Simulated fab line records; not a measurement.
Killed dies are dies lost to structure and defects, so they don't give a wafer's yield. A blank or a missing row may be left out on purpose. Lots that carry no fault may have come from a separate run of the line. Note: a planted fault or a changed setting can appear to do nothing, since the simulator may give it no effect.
Check for tools in common -- flow sky130 -- 11 lots, 33 wafers sampled

## THE REASON FOR OPENING IT
SKY_SD_N_RS_MEAS_16, reading SD_N_RS: flagged on 2 of 11 lots. Fault-free wafers read 68.59 ohm/sq, with a standard deviation of 0.12.
Rule: flag the lot when none of its wafers has a number, or when each of its wafers that has one lies beyond 4 standard deviations from that mean. As for the other lots, they are considered sound.

lot,measured,on,"SD_N_RS (ohm/sq), wafer by wafer",flag
L411,day 29 23:33,film-metro-03,68.57 68.47 68.47,
L413,day 30 09:08,film-metro-02,68.51 68.53 68.52,
L415,day 31 05:49,film-metro-01,68.40 68.63 68.60,
L414,day 31 07:04,film-metro-01,68.48 68.69 68.50,
L416,day 31 17:53,film-metro-03,68.80 68.69 68.54,
L417,day 31 21:12,film-metro-02,60.63 60.51 60.56,FLAGGED
L418,day 32 02:02,film-metro-02,68.56 68.70 68.73,
L419,day 32 07:25,film-metro-01,60.35 60.21 60.45,FLAGGED
L420,day 32 17:25,film-metro-01,68.33 68.45 68.49,
L426,day 34 08:51,film-metro-02,68.70 68.64 68.75,
L429,day 35 12:36,film-metro-02,68.78 68.70 68.68,
The numbers of the flagged lots are 60.45 ohm/sq on average: -8.14 ohm/sq against the usual, or -68 standard deviations.

## TOOL THAT RAN EACH LOT
The record keeps 1 process step preceding the reading, out of 708 steps on the route. Every cell lists first the tool, next ch and the chambers used by the sampled wafers, and last the start.
lot,flag,SKY_SD_N_RTA_14
L411,,"rtp-anneal-01 ch 0, day 29 23:23"
L413,,"rtp-anneal-01 ch 0, day 30 08:58"
L415,,"rtp-anneal-02 ch 0, day 31 05:38"
L414,,"rtp-anneal-01 ch 0, day 31 06:54"
L416,,"rtp-anneal-02 ch 0, day 31 17:43"
L417,FLAGGED,"rtp-anneal-01 ch 0, day 31 21:02"
L418,,"rtp-anneal-02 ch 0, day 32 01:52"
L419,FLAGGED,"rtp-anneal-01 ch 0, day 32 07:14"
L420,,"rtp-anneal-02 ch 0, day 32 17:14"
L426,,"rtp-anneal-02 ch 0, day 34 08:41"
L429,,"rtp-anneal-01 ch 0, day 35 12:26"
What the steps here do:
- SKY_SD_N_RTA_14: time 2 s.
- SKY_SD_N_RS_MEAS_16: measures by four-point-probe.

## FLAGGED AGAINST TOTAL, ONE TOOL AT A TIME (gauges that did the reading follow at the end)
step,tool,lots run,flagged,share of the flagged lots,sound lots run after its first flagged lot
SKY_SD_N_RTA_14,rtp-anneal-01,6,2,all,1 (L429)
SKY_SD_N_RTA_14,rtp-anneal-02,5,0,none,-
SKY_SD_N_RS_MEAS_16,film-metro-01,4,1,some,1 (L420)
SKY_SD_N_RS_MEAS_16,film-metro-02,5,1,some,"3 (L418,L426,L429)"
SKY_SD_N_RS_MEAS_16,film-metro-03,2,0,none,-

## WHAT THE TABLE PERMITS
All flagged lots share 1 row of the table, namely rtp-anneal-01 at SKY_SD_N_RTA_14.
- rtp-anneal-01 at SKY_SD_N_RTA_14 ran 6 lots, 2 of them flagged. Sound lots ran on it after the first flagged one (L429), which a lasting fault on the whole tool wouldn't allow. Its own readings (lamp-power-pct, wafer_temp_C_max) fall more than 4 standard deviations out on all wafers of the flagged lots.
None of the table's rows ran every flagged lot and, after the first, no sound lot.

## WHAT WAS PUT IN BY THE SIMULATOR
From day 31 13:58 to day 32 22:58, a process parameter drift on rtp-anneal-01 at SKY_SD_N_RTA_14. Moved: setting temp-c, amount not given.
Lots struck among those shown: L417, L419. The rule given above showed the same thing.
